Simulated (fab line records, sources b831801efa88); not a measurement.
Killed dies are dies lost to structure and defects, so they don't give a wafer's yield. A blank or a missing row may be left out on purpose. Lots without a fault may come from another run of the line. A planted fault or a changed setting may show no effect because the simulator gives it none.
One fault seen from 2 desks | flow sky130 | each desk has only its own numbers; what lay behind them comes last

THE TOOL OWNER'S DESK: rie_diel-01
The tool's own readings at SKY_VIA1_ETCH_14 (etches BARC in N2/H2, stops on SiO2, time 45.9 s, target depth 60 nm): means of the sampled wafers that have a number, for each lot that ran on this tool. A lot is out of limits, marked OUT, if its mean lies more than 4 standard deviations from the usual mean; the brackets give that distance.
Columns: A = bias_w at SKY_VIA1_ETCH_14, usual 100.01 W; B = drypump_motor_current_A at SKY_VIA1_ETCH_14, usual 5.88 A; C = oes_product_au at SKY_VIA1_ETCH_14, usual 0.854 a.u.; D = rf_fwd_power_W at SKY_VIA1_ETCH_14, usual 495.8 W; E = throttle_valve_pct at SKY_VIA1_ETCH_14, usual 13.225 %
lot  | first seen here | A      | B    | C     | D               | E
L951 | day 36 08:44    | 100.23 | 5.95 | 0.849 | 495.3           | 13.222
L956 | day 37 15:47    | 100.27 | 5.94 | 0.858 | 522.8 (+16) OUT | 13.232
L961 | day 39 05:14    | 100.02 | 5.96 | 0.849 | 522.8 (+16) OUT | 13.225
This desk's finding: out of limits on L956, L961; first on L956, day 37 15:47 (rf_fwd_power_W at SKY_VIA1_ETCH_14). In limits: L951.

THE METROLOGY DESK
What the gauges read, lot by lot, whatever tool the lot ran on: means of the sampled wafers that have a number. A lot is out of limits, marked OUT, if its mean lies more than 4 standard deviations from the usual mean; the brackets give that distance.
Columns: A = cd_nm at SKY_METAL1_CD_MEAS_15, usual 139.5 nm; B = METAL1_OVL at SKY_METAL1_OVL_MEAS_16, usual 0 nm
lot  | first seen here | A     | B
L945 | day 32 15:59    | 142.0 | 2
L946 | day 32 18:16    | 141.4 | -8
L951 | day 35 04:51    | 141.7 | 5
L954 | day 35 13:32    | 136.0 | 6
L956 | day 36 11:49    | 140.9 | 5
L957 | day 36 16:34    | 141.7 | 13
L961 | day 38 02:34    | 139.0 | 1
L963 | day 38 20:35    | 137.8 | -7
L964 | day 39 02:13    | 138.4 | -2
L967 | day 39 17:21    | 138.2 | 4
L968 | day 39 21:43    | 139.8 | -5
This desk's finding: nothing out of limits on any of the 11 lots.

PUT TOGETHER
The tool owner's desk could have raised an alarm at day 37 15:47, on L956, L961.
The metrology desk saw nothing out of limits.
The metrology desk has L956, L961 on record, within its limits.
Of the lots named, all ran SKY_VIA1_ETCH_14 on rie_diel-01.

WHAT THE SIMULATOR HAD PUT IN
Process parameter drift: rie_diel-01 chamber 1, from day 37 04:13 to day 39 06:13, at SKY_VIA1_ETCH_14. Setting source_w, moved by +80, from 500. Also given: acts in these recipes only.
Lots struck among those shown: L956, L961.
Hours from the fault's start to each desk's first reading out of limits: the tool owner's desk, 12.
